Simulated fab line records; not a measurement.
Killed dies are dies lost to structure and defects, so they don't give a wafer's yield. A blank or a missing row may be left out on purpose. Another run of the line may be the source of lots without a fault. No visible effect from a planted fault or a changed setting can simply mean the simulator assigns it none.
fab line records / flow sky130
record lots=6 wafers=18 lastDay=49
route steps=708 shown LDD_N@240 PAD_OPEN@708
lots with no fault: from the same line, run without faults
startH: start of the lot's first displayed wafer, in hours after the record's first day / waitH: hours from the lot's prior step to this one / " repeats the value in the row above / L1.1+2: a single row standing in for several wafers / - no value, or no start given / * or withheld: withheld / < > ~ a bound
route shown NAME@n: names a module that has steps shown in the file, with the first one's number in the route / usual: mean/standard deviation taken from wafers without a fault / same: alike in all rows / chamber/n: place in a boat / sites: per-site readings / _std_site: standard deviation of those values / _edge_site: the outer-site mean with the inner-site mean subtracted / radiusMm: for every site, how far away it sits from the centre of the wafer / mask NAME#n: copy n / behind: the most recent tool/chamber to have shaped the wafer / hold: why the lot was held/for how many hours/how that ended / device: which transistor (n, p or np) failed to switch / end of line: tests run on the same wafers once the route is complete / a step with no rows: only its recipe / killed: dies that structure and defects cost at the first sort, which is not the same as the wafer's yield / map: shows each die of a wafer: x if killed, . if not, _ if none is there
set.NAME: the setting as run; set.NAME@STEP: as run at that earlier step / model.NAME: the simulator's own value behind a step, which no gauge read
lots at selected steps of the route; one table per step, one row per wafer
services: a tool's chamber out of use, with start hour (startH, from the record's first day; less than 0 if before it), hours out, and reason
## steps
# step SKY_LDD_N_SOFTBAKE_03
# recipe tempC=88.91 timeS=60 resist=NOVOLAK
# step SKY_LDD_N_EXPOSE_04
# recipe maskId=NTM targetCdNm=840 na=0.6 sourceShape=conventional sigmaOuter=0.6 doseMj=110
# step SKY_LDD_N_PEB_05
# recipe tempC=withheld timeS=* resist=NOVOLAK
# step SKY_LDD_N_DEVELOP_06
# recipe developTimeS=60 devTempC=23
# step SKY_LDD_N_OVL_MEAS_07
# usual LDD_N_OVL=1.8/1.4
lot.wafer=L942.2 tool=overlay-01 chamber=- startH=405.79 waitH=0.1 LDD_N_OVL[nm]=1.2
lot.wafer=L942.4 tool=overlay-01 chamber=- startH=405.79 waitH=0.1 LDD_N_OVL[nm]=1.3
lot.wafer=L942.5 tool=overlay-01 chamber=- startH=405.79 waitH=0.1 LDD_N_OVL[nm]=2.3
lot.wafer=L944.4 tool=overlay-01 chamber=- startH=423.06 waitH=0.1 LDD_N_OVL[nm]=1.6
lot.wafer=L944.5 tool=overlay-01 chamber=- startH=423.06 waitH=0.1 LDD_N_OVL[nm]=3.9
lot.wafer=L944.6 tool=overlay-01 chamber=- startH=423.06 waitH=0.1 LDD_N_OVL[nm]=-0.6
lot.wafer=L952.1 tool=overlay-02 chamber=- startH=499.84 waitH=0.1 LDD_N_OVL[nm]=1.3
lot.wafer=L952.2 tool=overlay-02 chamber=- startH=499.84 waitH=0.1 LDD_N_OVL[nm]=-0.3
lot.wafer=L952.4 tool=overlay-02 chamber=- startH=499.84 waitH=0.1 LDD_N_OVL[nm]=1.8
lot.wafer=L954.1 tool=overlay-01 chamber=- startH=506.73 waitH=0.1 LDD_N_OVL[nm]=-0.3
lot.wafer=L954.2 tool=overlay-01 chamber=- startH=506.73 waitH=0.1 LDD_N_OVL[nm]=2.6
lot.wafer=L954.3 tool=overlay-01 chamber=- startH=506.73 waitH=0.1 LDD_N_OVL[nm]=1.8
lot.wafer=L957.2 tool=overlay-02 chamber=- startH=535.29 waitH=0.1 LDD_N_OVL[nm]=1.3
lot.wafer=L957.3 tool=overlay-02 chamber=- startH=535.29 waitH=0.1 LDD_N_OVL[nm]=0.4
lot.wafer=L957.5 tool=overlay-02 chamber=- startH=535.29 waitH=0.1 LDD_N_OVL[nm]=1.8
lot.wafer=L959.2 tool=overlay-02 chamber=- startH=550.39 waitH=0.1 LDD_N_OVL[nm]=0.4
lot.wafer=L959.3 tool=overlay-02 chamber=- startH=550.39 waitH=0.1 LDD_N_OVL[nm]=2.2
lot.wafer=L959.4 tool=overlay-02 chamber=- startH=550.39 waitH=0.1 LDD_N_OVL[nm]=1.9
# step SKY_LDD_N_IMPLANT_08
# recipe species=As energyKev=20 doseCm2=7.5e+13 tiltDeg=withheld rotationDeg=23
# step SKY_LDD_N_IMPLANT_09
# recipe species=As energyKev=20 doseCm2=7.5e+13 tiltDeg=withheld rotationDeg=113
# step SKY_LDD_N_IMPLANT_10
# recipe species=As energyKev=20 doseCm2=7.5e+13 tiltDeg=withheld rotationDeg=203
# step SKY_LDD_N_IMPLANT_11
# recipe species=As energyKev=20 doseCm2=7.5e+13 tiltDeg=withheld rotationDeg=293
# step SKY_LDD_N_IMPLANT_12
# recipe species=BF2 energyKev=50 doseCm2=5e+12 tiltDeg=30 rotationDeg=0
# step SKY_LDD_N_IMPLANT_13
# recipe species=BF2 energyKev=50 doseCm2=5e+12 tiltDeg=30 rotationDeg=90
# step SKY_LDD_N_IMPLANT_14
# recipe species=BF2 energyKev=50 doseCm2=5e+12 tiltDeg=30 rotationDeg=180
# step SKY_LDD_N_IMPLANT_15
# recipe species=BF2 energyKev=50 doseCm2=5e+12 tiltDeg=30 rotationDeg=270
# usual tiltDeg=30.002/0.022
# same implantIonAmu=49
lot.wafer=L942.2 tool=implanter-04 chamber=0 startH=406.90 waitH=0.1 tiltDeg=29.995
lot.wafer=L942.4 tool=implanter-04 chamber=0 startH=406.90 waitH=0.1 tiltDeg=29.999
lot.wafer=L942.5 tool=implanter-04 chamber=0 startH=406.90 waitH=0.1 tiltDeg=29.996
lot.wafer=L944.4 tool=implanter-03 chamber=0 startH=424.20 waitH=0.1 tiltDeg=30.002
lot.wafer=L944.5 tool=implanter-03 chamber=0 startH=424.20 waitH=0.1 tiltDeg=30.034
lot.wafer=L944.6 tool=implanter-03 chamber=0 startH=424.20 waitH=0.1 tiltDeg=30.027
lot.wafer=L952.1 tool=implanter-03 chamber=0 startH=500.92 waitH=0.1 tiltDeg=-0.001
lot.wafer=L952.2 tool=implanter-03 chamber=0 startH=500.92 waitH=0.1 tiltDeg=0.000
lot.wafer=L952.4 tool=implanter-03 chamber=0 startH=500.92 waitH=0.1 tiltDeg=-0.021
lot.wafer=L954.1 tool=implanter-03 chamber=0 startH=507.82 waitH=0.1 tiltDeg=0.025
lot.wafer=L954.2 tool=implanter-03 chamber=0 startH=507.82 waitH=0.1 tiltDeg=0.034
lot.wafer=L954.3 tool=implanter-03 chamber=0 startH=507.82 waitH=0.1 tiltDeg=0.035
lot.wafer=L957.2 tool=implanter-02 chamber=0 startH=536.39 waitH=0.1 tiltDeg=30.018
lot.wafer=L957.3 tool=implanter-02 chamber=0 startH=536.39 waitH=0.1 tiltDeg=30.004
lot.wafer=L957.5 tool=implanter-02 chamber=0 startH=536.39 waitH=0.1 tiltDeg=30.005
lot.wafer=L959.2 tool=implanter-04 chamber=0 startH=551.49 waitH=0.1 tiltDeg=30.020
lot.wafer=L959.3 tool=implanter-04 chamber=0 startH=551.49 waitH=0.1 tiltDeg=29.968
lot.wafer=L959.4 tool=implanter-04 chamber=0 startH=551.49 waitH=0.1 tiltDeg=30.034
# step SKY_LDD_N_STRIP_16
# recipe chemistry=O2/N2 powerW=1400 pressureMtorr=1500 platenTempC=withheld o2FlowSccm=3000 n2FlowSccm=300 overashFraction=0.5
# usual drypumpMotorCurrentA=5.8/0.42 oesProductAu=0.407/0.0049 stripTimeToEndpointS=4.328/0.015
lot.wafer=L942.2 tool=plasmaAsher-03 chamber=0 startH=407.02 waitH=0.1 drypumpMotorCurrentA=5.2 oesProductAu=0.405 rfHoursCounterH=59 stripTimeToEndpointS=4.332
lot.wafer=L942.4 tool=plasmaAsher-03 chamber=0 startH=407.02 waitH=0.1 drypumpMotorCurrentA=5.2 oesProductAu=0.410 rfHoursCounterH=- stripTimeToEndpointS=4.323
lot.wafer=L942.5 tool=plasmaAsher-03 chamber=1 startH=407.02 waitH=0.1 drypumpMotorCurrentA=6.3 oesProductAu=0.407 rfHoursCounterH=- stripTimeToEndpointS=4.311
lot.wafer=L944.4 tool=plasmaAsher-03 chamber=1 startH=424.31 waitH=0.1 drypumpMotorCurrentA=6.3 oesProductAu=0.405 rfHoursCounterH=- stripTimeToEndpointS=4.335
lot.wafer=L944.5 tool=plasmaAsher-03 chamber=0 startH=424.31 waitH=0.1 drypumpMotorCurrentA=5.2 oesProductAu=0.413 rfHoursCounterH=- stripTimeToEndpointS=4.326
lot.wafer=L944.6 tool=plasmaAsher-03 chamber=1 startH=424.31 waitH=0.1 drypumpMotorCurrentA=6.3 oesProductAu=0.411 rfHoursCounterH=- stripTimeToEndpointS=4.317
lot.wafer=L952.1 tool=plasmaAsher-01 chamber=1 startH=501.07 waitH=0.1 drypumpMotorCurrentA=6.1 oesProductAu=0.403 rfHoursCounterH=40 stripTimeToEndpointS=4.325
lot.wafer=L952.2 tool=plasmaAsher-01 chamber=0 startH=501.07 waitH=0.1 drypumpMotorCurrentA=5.5 oesProductAu=0.407 rfHoursCounterH=40 stripTimeToEndpointS=4.319
lot.wafer=L952.4 tool=plasmaAsher-01 chamber=0 startH=501.07 waitH=0.1 drypumpMotorCurrentA=5.5 oesProductAu=0.414 rfHoursCounterH=- stripTimeToEndpointS=4.339
lot.wafer=L954.1 tool=plasmaAsher-02 chamber=1 startH=507.97 waitH=0.1 drypumpMotorCurrentA=5.9 oesProductAu=0.413 rfHoursCounterH=8 stripTimeToEndpointS=4.340
lot.wafer=L954.2 tool=plasmaAsher-02 chamber=0 startH=507.97 waitH=0.1 drypumpMotorCurrentA=5.6 oesProductAu=0.407 rfHoursCounterH=8 stripTimeToEndpointS=4.325
lot.wafer=L954.3 tool=plasmaAsher-02 chamber=1 startH=507.97 waitH=0.1 drypumpMotorCurrentA=5.9 oesProductAu=0.405 rfHoursCounterH=- stripTimeToEndpointS=4.307
lot.wafer=L957.2 tool=plasmaAsher-03 chamber=0 startH=536.52 waitH=0.1 drypumpMotorCurrentA=5.2 oesProductAu=0.412 rfHoursCounterH=72 stripTimeToEndpointS=4.328
lot.wafer=L957.3 tool=plasmaAsher-03 chamber=0 startH=536.52 waitH=0.1 drypumpMotorCurrentA=5.2 oesProductAu=0.398 rfHoursCounterH=- stripTimeToEndpointS=4.315
lot.wafer=L957.5 tool=plasmaAsher-03 chamber=1 startH=536.52 waitH=0.1 drypumpMotorCurrentA=6.3 oesProductAu=0.407 rfHoursCounterH=- stripTimeToEndpointS=4.327
lot.wafer=L959.2 tool=plasmaAsher-01 chamber=1 startH=551.62 waitH=0.1 drypumpMotorCurrentA=6.1 oesProductAu=0.406 rfHoursCounterH=45 stripTimeToEndpointS=4.333
lot.wafer=L959.3 tool=plasmaAsher-01 chamber=0 startH=551.62 waitH=0.1 drypumpMotorCurrentA=5.5 oesProductAu=0.409 rfHoursCounterH=- stripTimeToEndpointS=4.344
lot.wafer=L959.4 tool=plasmaAsher-01 chamber=1 startH=551.62 waitH=0.1 drypumpMotorCurrentA=6.1 oesProductAu=0.408 rfHoursCounterH=- stripTimeToEndpointS=4.326
# step SKY_PAD_OPEN_PROBE_99
# usual killed_at_M0_to_M3=43/7.7 killed_at_M4_up=2.9/1.7 killedAtContacts=24/5.5 killedAtFrontEnd=15/4 killedAtOther=0.4/0.66 killedDies=86/9.4 killedOpen=47/6.7 killedShort=38/6.2
# same grossDies=492 killedAtBackSide=0
lot.wafer=L942.2 tool=prober-02 chamber=- startH=1074.36 waitH=0.1 killed_at_M0_to_M3=53 killed_at_M4_up=3 killedAtContacts=19 killedAtFrontEnd=10 killedAtOther=0 killedDies=85 killedOpen=50 killedShort=35 model.etest.nfet_01v8_turned.vtSatV=0.6591
lot.wafer=L942.4 tool=prober-02 chamber=- startH=1074.46 waitH=0.2 killed_at_M0_to_M3=53 killed_at_M4_up=3 killedAtContacts=24 killedAtFrontEnd=14 killedAtOther=0 killedDies=94 killedOpen=50 killedShort=43 model.etest.nfet_01v8_turned.vtSatV=0.664
lot.wafer=L942.5 tool=prober-02 chamber=- startH=1074.51 waitH=0.2 killed_at_M0_to_M3=51 killed_at_M4_up=2 killedAtContacts=31 killedAtFrontEnd=14 killedAtOther=0 killedDies=98 killedOpen=51 killedShort=47 model.etest.nfet_01v8_turned.vtSatV=0.6577
lot.wafer=L944.4 tool=prober-02 chamber=- startH=1093.10 waitH=0.2 killed_at_M0_to_M3=33 killed_at_M4_up=5 killedAtContacts=30 killedAtFrontEnd=21 killedAtOther=4 killedDies=93 killedOpen=53 killedShort=37 model.etest.nfet_01v8_turned.vtSatV=0.6522
lot.wafer=L944.5 tool=prober-02 chamber=- startH=1093.15 waitH=0.2 killed_at_M0_to_M3=50 killed_at_M4_up=4 killedAtContacts=17 killedAtFrontEnd=16 killedAtOther=1 killedDies=88 killedOpen=42 killedShort=45 model.etest.nfet_01v8_turned.vtSatV=0.6537
lot.wafer=L944.6 tool=prober-02 chamber=- startH=1093.20 waitH=0.2 killed_at_M0_to_M3=51 killed_at_M4_up=4 killedAtContacts=20 killedAtFrontEnd=10 killedAtOther=0 killedDies=85 killedOpen=56 killedShort=29 model.etest.nfet_01v8_turned.vtSatV=0.6628
lot.wafer=L952.1 tool=prober-01 chamber=- startH=1138.65 waitH=0.1 killed_at_M0_to_M3=35 killed_at_M4_up=4 killedAtContacts=19 killedAtFrontEnd=18 killedAtOther=0 killedDies=76 killedOpen=45 killedShort=31 model.etest.nfet_01v8_turned.vtSatV=0.6216
lot.wafer=L952.2 tool=prober-01 chamber=- startH=1138.70 waitH=0.1 killed_at_M0_to_M3=44 killed_at_M4_up=2 killedAtContacts=25 killedAtFrontEnd=18 killedAtOther=1 killedDies=90 killedOpen=39 killedShort=50 model.etest.nfet_01v8_turned.vtSatV=0.6154
lot.wafer=L952.4 tool=prober-01 chamber=- startH=1138.80 waitH=0.2 killed_at_M0_to_M3=35 killed_at_M4_up=1 killedAtContacts=22 killedAtFrontEnd=9 killedAtOther=0 killedDies=67 killedOpen=33 killedShort=34 model.etest.nfet_01v8_turned.vtSatV=0.6369
lot.wafer=L954.1 tool=prober-02 chamber=- startH=1144.81 waitH=0.1 killed_at_M0_to_M3=53 killed_at_M4_up=6 killedAtContacts=26 killedAtFrontEnd=16 killedAtOther=0 killedDies=101 killedOpen=53 killedShort=47 model.etest.nfet_01v8_turned.vtSatV=0.6231
lot.wafer=L954.2 tool=prober-02 chamber=- startH=1144.86 waitH=0.1 killed_at_M0_to_M3=40 killed_at_M4_up=0 killedAtContacts=18 killedAtFrontEnd=19 killedAtOther=1 killedDies=78 killedOpen=39 killedShort=39 model.etest.nfet_01v8_turned.vtSatV=0.6222
lot.wafer=L954.3 tool=prober-02 chamber=- startH=1144.91 waitH=0.2 killed_at_M0_to_M3=48 killed_at_M4_up=5 killedAtContacts=16 killedAtFrontEnd=12 killedAtOther=0 killedDies=81 killedOpen=41 killedShort=40 model.etest.nfet_01v8_turned.vtSatV=0.6262
lot.wafer=L957.2 tool=prober-01 chamber=- startH=1164.68 waitH=0.1 killed_at_M0_to_M3=53 killed_at_M4_up=1 killedAtContacts=18 killedAtFrontEnd=18 killedAtOther=0 killedDies=90 killedOpen=50 killedShort=40 model.etest.nfet_01v8_turned.vtSatV=0.6492
lot.wafer=L957.3 tool=prober-01 chamber=- startH=1164.73 waitH=0.2 killed_at_M0_to_M3=37 killed_at_M4_up=3 killedAtContacts=28 killedAtFrontEnd=14 killedAtOther=0 killedDies=82 killedOpen=48 killedShort=34 model.etest.nfet_01v8_turned.vtSatV=0.6396
lot.wafer=L957.5 tool=prober-01 chamber=- startH=1164.83 waitH=0.2 killed_at_M0_to_M3=48 killed_at_M4_up=1 killedAtContacts=32 killedAtFrontEnd=10 killedAtOther=0 killedDies=91 killedOpen=52 killedShort=39 model.etest.nfet_01v8_turned.vtSatV=0.6399
lot.wafer=L959.2 tool=prober-01 chamber=- startH=1170.55 waitH=0.1 killed_at_M0_to_M3=32 killed_at_M4_up=2 killedAtContacts=28 killedAtFrontEnd=15 killedAtOther=1 killedDies=78 killedOpen=44 killedShort=34 model.etest.nfet_01v8_turned.vtSatV=0.6422
lot.wafer=L959.3 tool=prober-01 chamber=- startH=1170.60 waitH=0.2 killed_at_M0_to_M3=35 killed_at_M4_up=3 killedAtContacts=38 killedAtFrontEnd=20 killedAtOther=1 killedDies=97 killedOpen=55 killedShort=41 model.etest.nfet_01v8_turned.vtSatV=0.6388
lot.wafer=L959.4 tool=prober-01 chamber=- startH=1170.65 waitH=0.2 killed_at_M0_to_M3=34 killed_at_M4_up=2 killedAtContacts=25 killedAtFrontEnd=12 killedAtOther=0 killedDies=73 killedOpen=40 killedShort=33 model.etest.nfet_01v8_turned.vtSatV=0.6335
# killed by level:class
L942.2 VIA1:geometricParticle:open=15 CONTACT:geometricParticle:open=11 VIA3:geometricParticle:open=9 METAL2:geometricParticle:short=8 METAL1:geometricParticle:short=5 CONTACT:geometricParticle:short=4 VIA1:geometricParticle:short=4 VIA2:geometricParticle:open=4
L942.4 VIA1:geometricParticle:open=18 LI_CONTACT:geometricParticle:open=11 VIA1:geometricParticle:short=9 CONTACT:geometricParticle:open=7 METAL2:geometricParticle:short=5 FIELD_ISO:geometricParticle:short=4 POLY_GATE:geometricParticle:short=4 METAL3:geometricParticle:short=4
L942.5 CONTACT:geometricParticle:short=10 LI_CONTACT:geometricParticle:open=9 CONTACT:geometricParticle:open=8 VIA1:geometricParticle:short=8 VIA1:geometricParticle:open=7 METAL2:geometricParticle:short=7 FIELD_ISO:geometricParticle:open=5 METAL1:geometricParticle:short=5
L944.4 CONTACT:geometricParticle:open=16 LI_CONTACT:geometricParticle:open=8 VIA3:geometricParticle:open=7 VIA1:geometricParticle:short=6 POLY_GATE:geometricParticle:open=5 METAL1:geometricParticle:short=5 CONTACT:geometricParticle:short=5 POLY_GATE:geometricParticle:short=4
L944.5 CONTACT:geometricParticle:open=9 VIA1:geometricParticle:open=8 VIA1:geometricParticle:short=8 VIA2:geometricParticle:open=7 VIA3:geometricParticle:open=6 METAL1:geometricParticle:short=6 METAL2:geometricParticle:short=5 FIELD_ISO:geometricParticle:open=4
L944.6 VIA1:geometricParticle:open=15 VIA3:geometricParticle:open=10 VIA2:geometricParticle:open=8 CONTACT:geometricParticle:open=7 LI_CONTACT:geometricParticle:open=6 METAL1:geometricParticle:short=4 FIELD_ISO:geometricParticle:open=3 VIA1:geometricParticle:short=3
L952.1 VIA1:geometricParticle:open=8 VIA2:geometricParticle:open=7 LI_CONTACT:geometricParticle:open=6 VIA3:geometricParticle:open=6 FIELD_ISO:geometricParticle:open=5 LOCAL_INTERCONNECT:geometricParticle:short=5 CONTACT:geometricParticle:open=5 FIELD_ISO:geometricParticle:short=4
L952.2 METAL2:geometricParticle:short=10 CONTACT:geometricParticle:open=9 POLY_GATE:geometricParticle:short=8 VIA3:geometricParticle:open=8 VIA1:geometricParticle:open=7 LI_CONTACT:geometricParticle:open=5 CONTACT:geometricParticle:short=5 LOCAL_INTERCONNECT:geometricParticle:short=4
L952.4 CONTACT:geometricParticle:open=11 VIA1:geometricParticle:open=7 VIA1:geometricParticle:short=5 CONTACT:geometricParticle:short=5 VIA3:geometricParticle:short=5 VIA3:geometricParticle:open=5 VIA2:geometricParticle:short=4 FIELD_ISO:geometricParticle:short=3
L954.1 CONTACT:geometricParticle:open=14 VIA1:geometricParticle:open=11 VIA1:geometricParticle:short=8 LI_CONTACT:geometricParticle:open=7 VIA3:geometricParticle:open=7 METAL1:geometricParticle:short=6 VIA2:geometricParticle:open=6 FIELD_ISO:geometricParticle:short=5
L954.2 VIA1:geometricParticle:open=8 POLY_GATE:geometricParticle:open=6 LOCAL_INTERCONNECT:geometricParticle:short=6 METAL2:geometricParticle:short=6 LI_CONTACT:geometricParticle:open=5 VIA2:geometricParticle:short=5 VIA2:geometricParticle:open=5 FIELD_ISO:geometricParticle:short=4
L954.3 VIA1:geometricParticle:open=12 VIA2:geometricParticle:open=7 METAL1:geometricParticle:short=6 METAL2:geometricParticle:short=6 CONTACT:geometricParticle:short=5 CONTACT:geometricParticle:open=5 VIA3:geometricParticle:short=5 VIA1:geometricParticle:short=5
L957.2 VIA1:geometricParticle:open=13 METAL1:geometricParticle:short=9 LI_CONTACT:geometricParticle:open=8 CONTACT:geometricParticle:open=7 FIELD_ISO:geometricParticle:short=6 VIA2:geometricParticle:open=6 VIA3:geometricParticle:open=6 VIA2:geometricParticle:short=5
L957.3 VIA1:geometricParticle:open=13 CONTACT:geometricParticle:open=9 VIA2:geometricParticle:open=7 LOCAL_INTERCONNECT:geometricParticle:short=6 CONTACT:geometricParticle:short=6 FIELD_ISO:geometricParticle:short=3 LOCAL_INTERCONNECT:geometricParticle:open=3 METAL1:geometricParticle:open=3
L957.5 LI_CONTACT:geometricParticle:open=10 METAL1:geometricParticle:short=10 LOCAL_INTERCONNECT:geometricParticle:short=9 VIA1:geometricParticle:open=9 VIA3:geometricParticle:open=7 CONTACT:geometricParticle:open=6 VIA2:geometricParticle:open=6 POLY_GATE:geometricParticle:open=5
L959.2 CONTACT:geometricParticle:open=9 LI_CONTACT:geometricParticle:open=8 VIA2:geometricParticle:open=7 POLY_GATE:geometricParticle:open=5 CONTACT:geometricParticle:short=5 VIA3:geometricParticle:open=5 FIELD_ISO:geometricParticle:short=4 METAL1:geometricParticle:short=4
L959.3 CONTACT:geometricParticle:open=18 VIA1:geometricParticle:short=7 CONTACT:geometricParticle:short=6 VIA1:geometricParticle:open=6 POLY_GATE:geometricParticle:open=5 LI_CONTACT:geometricParticle:open=5 LOCAL_INTERCONNECT:geometricParticle:short=5 VIA3:geometricParticle:open=5
L959.4 CONTACT:geometricParticle:open=12 VIA1:geometricParticle:open=7 VIA1:geometricParticle:short=5 POLY_GATE:geometricParticle:short=4 LI_CONTACT:geometricParticle:open=4 CONTACT:geometricParticle:short=4 METAL2:geometricParticle:short=4 POLY_GATE:geometricParticle:open=3
## services
tool=plasmaAsher-02 chamber=- startH=385.04 hours=21.0 kind=repair
tool=implanter-03 chamber=- startH=417.47 hours=5.4 kind=repair
tool=plasmaAsher-02 chamber=- startH=421.25 hours=9.0 kind=pm
tool=plasmaAsher-02 chamber=0 startH=421.25 hours=9.0 kind=ventCycle
tool=plasmaAsher-02 chamber=1 startH=421.25 hours=9.0 kind=ventCycle
tool=implanter-02 chamber=- startH=429.40 hours=4.1 kind=repair
tool=plasmaAsher-02 chamber=0 startH=430.25 hours=- kind=clean
tool=plasmaAsher-02 chamber=1 startH=430.25 hours=- kind=clean
tool=plasmaAsher-01 chamber=- startH=458.78 hours=8.1 kind=repair
tool=plasmaAsher-03 chamber=- startH=475.92 hours=3.0 kind=repair
tool=implanter-03 chamber=- startH=479.74 hours=6.4 kind=pm
tool=plasmaAsher-03 chamber=- startH=492.63 hours=7.9 kind=repair
tool=plasmaAsher-02 chamber=- startH=512.16 hours=2.7 kind=pm
tool=implanter-03 chamber=- startH=518.11 hours=3.1 kind=repair
## key
firstSign step=SKY_LDD_N_IMPLANT_15 reading=tiltDeg direction=down sigmas=99+ usual=* struck=*
effect none on later readings
modelEffect step=SKY_PAD_OPEN_PROBE_99 value=etest.nfet_01v8_turned.vtSatV without=0.6621 struck=0.6242
metAt SKY_LDD_N_IMPLANT_15
struckWafers L952.1,L952.2,L952.4,L954.1,L954.2,L954.3
testerLeftOut L952,L954
onsetBetween 424.20 500.92
fault kind=processParameterDrift tool=implanter-03 chamber=- onsetH=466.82 steps=SKY_LDD_N_IMPLANT_15 channel=tiltDeg offset=* shape=step endH=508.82 actsIn=* stated=*
# testerLeftOut: of these lots the tester's yield and bins aren't shown, on N5 and GAA mostly nor the transistor test; their killed dies are dies lost to structure and defects alone, not to doping, threshold or leakage, so they don't give the yield
